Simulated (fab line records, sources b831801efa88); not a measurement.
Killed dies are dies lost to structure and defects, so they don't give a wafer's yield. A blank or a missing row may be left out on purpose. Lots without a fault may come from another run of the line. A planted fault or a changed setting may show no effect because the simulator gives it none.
Which tool did it? | flow gf180mcu | 13 lots, 37 wafers sampled, at 3 steps of a route of 602

WHAT THE GAUGES READ, wafer by wafer
GF_MVSD_OVL_MEAS_07. Usual: MVSD_OVL -0.6 nm, standard deviation 1.3.
lot  | measured    | on         | MVSD_OVL (nm)  | flag
L191 | day 4 10:08 | overlay-01 | 1.3 -3.0 -0.2  |
L192 | day 4 18:17 | overlay-01 | -0.4 -1.9 -1.6 |
L193 | day 4 22:34 | overlay-02 | 1.5 1.0 2.0    |
L194 | day 5 04:09 | overlay-02 | 0.3 1.1 1.0    |
L195 | day 5 09:29 | overlay-01 | -3.2 -2.7 -3.7 |
L196 | day 5 13:59 | overlay-01 | 0.5 -0.5 -0.9  |
L197 | day 5 21:14 | overlay-01 | 0.1 0.6 0.1    |
L203 | day 7 07:11 | overlay-01 | 0.4 2.1 0.1    |
L207 | day 8 05:18 | overlay-02 | -0.4           |
L210 | day 9 01:01 | overlay-01 | -1.6 -0.7 -2.5 |
L211 | day 9 09:21 | overlay-01 | -0.2 0.1 -0.6  |
L212 | day 9 20:50 | overlay-01 | -0.5 0.1 -0.7  |
L213 | day 9 20:08 | overlay-02 | 1.1 1.8 -1.3   |

WHICH TOOL RAN EACH LOT (tool, then ch and the chambers of the sampled wafers, then the start)
lot  | GF_STI_ETCH_14                  | GF_STI_WET_ETCH_26
L191 | rie_si-01 ch 0,3, day 2 02:31   | wet_bench-03 ch 2, day 2 04:40
L192 | rie_si-01 ch 0,1,3, day 2 09:26 | wet_bench-03 ch 0, day 2 11:53
L193 | rie_si-02 ch 0,1,2, day 2 12:40 | wet_bench-04 ch 2, day 2 15:35
L194 | rie_si-02 ch 0,2, day 2 17:52   | wet_bench-03 ch 0, day 2 20:01
L195 | rie_si-02 ch 0,1, day 2 23:19   | wet_bench-04 ch 1, day 3 01:33
L196 | rie_si-01 ch 0,1,3, day 3 03:14 | wet_bench-03 ch 2, day 3 05:23
L197 | rie_si-01 ch 1,2,3, day 3 09:47 | wet_bench-03 ch 1, day 3 11:56
L203 | rie_si-01 ch 0,1,2, day 4 15:50 | wet_bench-04 ch 3, day 4 17:58
L207 | rie_si-02 ch 1, day 5 11:02     | wet_bench-03 ch 1, day 5 13:23
L210 | rie_si-01 ch 0,1,2, day 6 04:25 | wet_bench-01 ch 3, day 6 06:35
L211 | rie_si-01 ch 1,3, day 6 09:23   | wet_bench-04 ch 3, day 6 11:33
L212 | rie_si-01 ch 2,3, day 6 14:38   | wet_bench-01 ch 3, day 6 20:53
L213 | rie_si-01 ch 0,2, day 6 18:32   | wet_bench-01 ch 2, day 6 20:59
- GF_STI_ETCH_14: etches Si in HBr/Cl2/O2, target depth 360 nm, time 102.9 s.
- GF_STI_WET_ETCH_26: etches SiO2 in dHF, target depth 94 nm, time 188 s.

WHAT THE TOOLS THEMSELVES READ (means of the sampled wafers that have a number; where no wafer has one, the mark that the record gives instead)
GF_STI_ETCH_14. Usual: drypump_motor_current_A 5.8 A, standard deviation 0.42; oes_product_au 0.992 a.u., standard deviation 0.0086; throttle_valve_pct 25.661 %, standard deviation 0.0097.
lot  | tool      | drypump_motor_current_A (A) | oes_product_au (a.u.) | throttle_valve_pct (%) | flag
L191 | rie_si-01 | 5.7                         | 0.998                 | 25.656                 |
L192 | rie_si-01 | 5.9                         | 0.996                 | 25.656                 |
L193 | rie_si-02 | 6.1                         | 0.995                 | 25.662                 |
L194 | rie_si-02 | 6.3                         | 0.999                 | 25.653                 |
L195 | rie_si-02 | 5.8                         | 0.991                 | 25.669                 |
L196 | rie_si-01 | 5.9                         | 0.990                 | 25.662                 |
L197 | rie_si-01 | 5.7                         | 0.991                 | 25.661                 |
L203 | rie_si-01 | 5.5                         | 0.998                 | 25.657                 |
L207 | rie_si-02 | 5.7                         | 0.982                 | 25.662                 |
L210 | rie_si-01 | 5.5                         | 0.994                 | 25.667                 |
L211 | rie_si-01 | 6.0                         | 0.999                 | 25.664                 |
L212 | rie_si-01 | 5.7                         | 0.992                 | 25.661                 |
L213 | rie_si-01 | 5.1                         | 0.991                 | 25.659                 |

GF_STI_WET_ETCH_26. Usual: temp_c 25.00 C, standard deviation 0.1.
lot  | tool         | temp_c (C) | flag
L191 | wet_bench-03 | 24.87      |
L192 | wet_bench-03 | 24.94      |
L193 | wet_bench-04 | 24.78      |
L194 | wet_bench-03 | 24.89      |
L195 | wet_bench-04 | 24.99      |
L196 | wet_bench-03 | 25.01      |
L197 | wet_bench-03 | 24.95      |
L203 | wet_bench-04 | 25.10      |
L207 | wet_bench-03 | 24.56      | OFF
L210 | wet_bench-01 | 25.01      |
L211 | wet_bench-04 | 25.16      |
L212 | wet_bench-01 | 24.98      |
L213 | wet_bench-01 | 24.98      |

THE ANSWER, worked out from the rows above alone
Rule: a lot is off if the mean of its wafers that have a number lies more than 3 standard deviations from the usual mean. A lot without any number at a reading at which 4 lots or more have one is off too. The other lots that the step has rows for count as sound. The gauges are gone through in route order, then the tools' own readings, and for those a lot's mean is taken as printed above. The first step at which some lot is off is used, and at that step the reading that is off furthest; a lot without a number counts as furthest.
Off: L207, at GF_STI_WET_ETCH_26 (temp_c).
A tool fits if, at that step or a process step before it, it ran every lot that is off, and no sound lot after the first of them. Can't be told from this: 2 tools fit, rie_si-02 at GF_STI_ETCH_14, wet_bench-03 at GF_STI_WET_ETCH_26.

WHAT THE SIMULATOR HAD PUT IN
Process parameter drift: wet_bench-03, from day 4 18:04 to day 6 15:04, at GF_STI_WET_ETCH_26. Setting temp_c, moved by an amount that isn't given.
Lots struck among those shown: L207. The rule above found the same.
